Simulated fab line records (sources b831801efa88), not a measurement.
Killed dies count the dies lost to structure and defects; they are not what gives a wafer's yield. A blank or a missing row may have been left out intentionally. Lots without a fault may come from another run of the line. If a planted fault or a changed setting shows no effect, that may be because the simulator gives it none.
Chamber matching | flow sky130 | 4 sister chambers for SKY_VIA3_ETCH_15 on rieDiel-03
The step etches SiO2 in C4F8/O2/Ar, stops on TiN, target depth 507 nm, time 78 s. 14 wafers are shown with their chamber, then 7 later ones without.

## EACH WAFER AND ITS CHAMBER
wafer  | chamber | oesProductAu (a.u.) | chamberPressureMTorr (mTorr)
L446.1 | 0       | 0.941               | 39.98
L446.3 | 1       | 0.951               | 39.95
L446.6 | 3       | 0.946               | 40.02
L448.1 | 3       | 0.942               | 39.98
L448.5 | 3       | 0.940               | 40.05
L448.6 | 2       | 0.950               | 39.95
L449.1 | 0       | 0.942               | 40.00
L449.3 | 2       | 0.944               | 39.96
L449.5 | 2       | 0.948               | 40.09
L450.1 | 2       | 0.941               | 39.97
L450.2 | 0       | 0.940               | 40.05
L450.3 | 1       | 0.948               | 40.06
L461.1 | 2       | 0.943               | 40.00
L461.2 | 3       | 0.945               | 40.02

SIGNATURES (averages over the wafers above)
reading              | chamber 0 | chamber 1 | chamber 2 | chamber 3 | scatter within a chamber
oesProductAu         | 0.94100   | 0.94950   | 0.94520   | 0.94325   | 0.0029
chamberPressureMTorr | 40.0100   | 40.0050   | 39.9940   | 40.0175   | 0.049
Rule: for a wafer and a chamber, the distance is found by dividing, reading by reading, the gap between the wafer's reading and the chamber's mean by the reading's scatter, squaring, summing and taking the root. If the next closest chamber is less than 2 further off than the closest, the wafer can't be placed; otherwise it belongs to the closest. The scatter is the square root of a quotient: the sum, over the shown wafers, of each reading's squared deviation from its chamber's mean, divided by wafers minus chambers.

## WAFERS WITHOUT THEIR CHAMBER
wafer  | oesProductAu (a.u.) | chamberPressureMTorr (mTorr)
L461.3 | 0.959               | 39.96
L462.1 | 0.940               | 39.97
L462.3 | 0.950               | 40.03
L462.6 | 0.946               | 39.99
L468.2 | 0.946               | 40.01
L468.3 | 0.946               | 40.03
L468.5 | 0.954               | 39.95

## WHICH CHAMBER EACH WENT THROUGH
wafer  | from the rows above               | in truth
L461.3 | can't be placed: 1 or 2           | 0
L462.1 | can't be placed: 0 or 3 or 2      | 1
L462.3 | can't be placed: 1 or 2 or 3      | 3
L462.6 | can't be placed: 2 or 3 or 1 or 0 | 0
L468.2 | can't be placed: 2 or 3 or 1 or 0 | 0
L468.3 | can't be placed: 2 or 3 or 1 or 0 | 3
L468.5 | can't be placed: 1 or 2           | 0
Correctly placed: 0 of 7. Cannot be placed on the basis of these rows: 7; the candidates contain the true chamber in 4. 0 placed wrongly.
